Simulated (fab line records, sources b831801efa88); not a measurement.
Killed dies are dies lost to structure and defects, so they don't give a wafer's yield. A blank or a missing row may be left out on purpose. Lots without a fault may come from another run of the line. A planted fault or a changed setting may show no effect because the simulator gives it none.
Which tool did it? | flow gf180mcu | 6 lots, 18 wafers sampled, at 3 steps of a route of 602

WHAT THE GAUGES READ, wafer by wafer
GF_TOP_METAL_RS_MEAS_05: measures by four-point-probe.
lot  | measured     | on            | TOP_METAL_ALCU_RS (ohm/sq)
L741 | day 27 14:11 | film_metro-02 | 0.0326 0.0322 0.0323
L746 | day 29 09:04 | film_metro-01 | 0.0324 0.0326 0.0324
L753 | day 31 08:58 | film_metro-01 | 0.0331 0.0327 0.0329
L758 | day 32 10:29 | film_metro-02 | 0.0328 0.0320 0.0329
L760 | day 33 01:19 | film_metro-02 | 0.0332 0.0331 0.0328
L762 | day 33 09:51 | film_metro-01 | 0.0335 0.0325 0.0332

WHICH TOOL RAN EACH LOT (tool, then ch and the chambers of the sampled wafers, then the start)
lot  | GF_V1_CLEAN_20                  | GF_V5_STRIP_18
L741 | wet_bench-02 ch 1, day 18 13:23 | plasma_asher-01 ch 1, day 27 12:42
L746 | wet_bench-03 ch 3, day 20 16:17 | plasma_asher-04 ch 0,1, day 29 07:36
L753 | wet_bench-04 ch 1, day 23 05:47 | plasma_asher-03 ch 1, day 31 07:30
L758 | wet_bench-04 ch 2, day 24 14:50 | plasma_asher-03 ch 0,1, day 32 09:00
L760 | wet_bench-02 ch 2, day 25 10:26 | plasma_asher-04 ch 0,1, day 32 23:52
L762 | wet_bench-04 ch 2, day 25 19:59 | plasma_asher-03 ch 0,1, day 33 08:24
- GF_V1_CLEAN_20: cleans in DIW.
- GF_V5_STRIP_18: strips in O2/N2.

THE ANSWER, worked out from the rows above alone
Rule: what is usual is taken from the lots themselves. Put in order of their means at a reading, lots are off if they are a third of the lots or fewer, leave a main group of 4 or more, and stand apart from it by a gap of 3 or more times the standard deviation of the main group's means; of several such gaps the widest counts. A main group whose means are all the same, to the digits that the tables above print for the reading, isn't used. A lot without any number at a reading at which 4 lots or more have one is off too. The other lots that the step has rows for count as sound.
No lot is off at any reading shown: from this, nothing can be told.

WHAT THE SIMULATOR HAD PUT IN
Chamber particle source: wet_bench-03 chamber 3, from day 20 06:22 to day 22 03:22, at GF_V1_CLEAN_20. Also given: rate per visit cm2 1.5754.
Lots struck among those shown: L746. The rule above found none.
